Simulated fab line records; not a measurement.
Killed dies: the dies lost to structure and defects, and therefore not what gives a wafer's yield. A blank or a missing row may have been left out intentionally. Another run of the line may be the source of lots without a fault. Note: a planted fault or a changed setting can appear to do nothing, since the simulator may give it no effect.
Which tool did it? -- flow gf180mcu -- Sampling: 12 lots, 34 wafers, 2 of 602 route steps

== WHAT EACH GAUGE READ, for each wafer ==
GF_HV_LDD_TW_MEAS_50. Usual: HV_LDD_4_TW typically reads 570, with standard deviation 3.8.
lot,measured,on,HV_LDD_4_TW,flag
L124,day 12 17:37,film metro-01,570 574 574,
L130,day 14 17:42,film metro-04,566 519,OFF
L131,day 15 02:19,film metro-03,574 527,OFF
L134,day 16 05:32,film metro-01,524 564 569,OFF
L135,day 16 13:05,film metro-01,567 569 563,
L138,day 17 11:17,film metro-04,571 567 569,
L140,day 18 02:33,film metro-03,572 572 572,
L141,day 18 11:20,film metro-01,566 566 566,
L142,day 18 18:11,film metro-03,571 571 572,
L143,day 19 01:51,film metro-01,573 570 570,
L144,day 19 09:16,film metro-03,572 569 571,
L146,day 20 04:47,film metro-03,573 569 571,

== TOOL THAT RAN EACH LOT (tool first, then ch and the chambers of the sampled wafers, then the start) ==
lot,GF_HV_LDD_IMPLANT_48
L124,"implanter-04 ch 0, day 12 17:22"
L130,"implanter-01 ch 0, day 14 17:29"
L131,"implanter-01 ch 0, day 15 02:07"
L134,"implanter-01 ch 0, day 16 05:17"
L135,"implanter-02 ch 0, day 16 12:51"
L138,"implanter-04 ch 0, day 17 11:02"
L140,"implanter-04 ch 0, day 18 02:20"
L141,"implanter-02 ch 0, day 18 11:05"
L142,"implanter-02 ch 0, day 18 17:56"
L143,"implanter-01 ch 0, day 19 01:38"
L144,"implanter-04 ch 0, day 19 08:59"
L146,"implanter-01 ch 0, day 20 04:32"
- GF_HV_LDD_IMPLANT_48

== AS READ BY THE TOOLS THEMSELVES (means over the sampled wafers that have a number; for cases with no such wafer, the mark the record gives instead) ==
GF_HV_LDD_IMPLANT_48. Usual: beam on s 9.99 s, standard deviation 0.2; dose ions cm2 3.0008e+13, standard deviation 3e+10; faraday current uA 169, standard deviation 3.4; tilt deg 7.002 degrees, standard deviation 0.018.
lot,tool,beam on s (s),dose ions cm2,faraday current uA,tilt deg (degrees),flag
L124,implanter-04,9.94,3.0016e+13,170,7.025,
L130,implanter-01,8.69,2.9980e+13,198,6.996,OFF
L131,implanter-01,8.73,3.0000e+13,198,7.014,OFF
L134,implanter-01,9.18,3.0011e+13,188,6.964,OFF
L135,implanter-02,9.89,3.0015e+13,171,7.001,
L138,implanter-04,9.97,3.0043e+13,170,6.987,
L140,implanter-04,9.85,3.0025e+13,171,7.014,
L141,implanter-02,10.02,2.9999e+13,169,7.011,
L142,implanter-02,9.95,3.0002e+13,170,7.010,
L143,implanter-01,10.01,2.9998e+13,169,7.009,
L144,implanter-04,9.82,3.0021e+13,172,7.009,
L146,implanter-01,9.77,2.9981e+13,173,7.007,

== THE ANSWER, worked out from the rows above alone ==
Rule: a lot counts as off when the mean over its wafers that have a number is more than 3 standard deviations away from the usual mean. Also off: a lot with no number at a reading for which 4 or more lots have one. Any other lot the step has rows for is counted as sound. The gauges are gone through in route order, then the tools' own readings, and for those a lot's mean is taken as printed above. The first step at which some lot is off is used, and at that step the reading that is off furthest; a lot without a number counts as furthest.
Off: L130, L131, L134, at GF_HV_LDD_TW_MEAS_50 (HV_LDD_4_TW).
A tool fits if, at a process step before that reading, it ran every lot that is off, and no sound lot after the first of them. The gauges at GF_HV_LDD_TW_MEAS_50 aren't tried: what is off there is off at GF_HV_LDD_IMPLANT_48 too, on other tools, and a gauge's error can't cause that. Not one of the candidates tried fits.

== WHAT HAD BEEN PUT IN BY THE SIMULATOR ==
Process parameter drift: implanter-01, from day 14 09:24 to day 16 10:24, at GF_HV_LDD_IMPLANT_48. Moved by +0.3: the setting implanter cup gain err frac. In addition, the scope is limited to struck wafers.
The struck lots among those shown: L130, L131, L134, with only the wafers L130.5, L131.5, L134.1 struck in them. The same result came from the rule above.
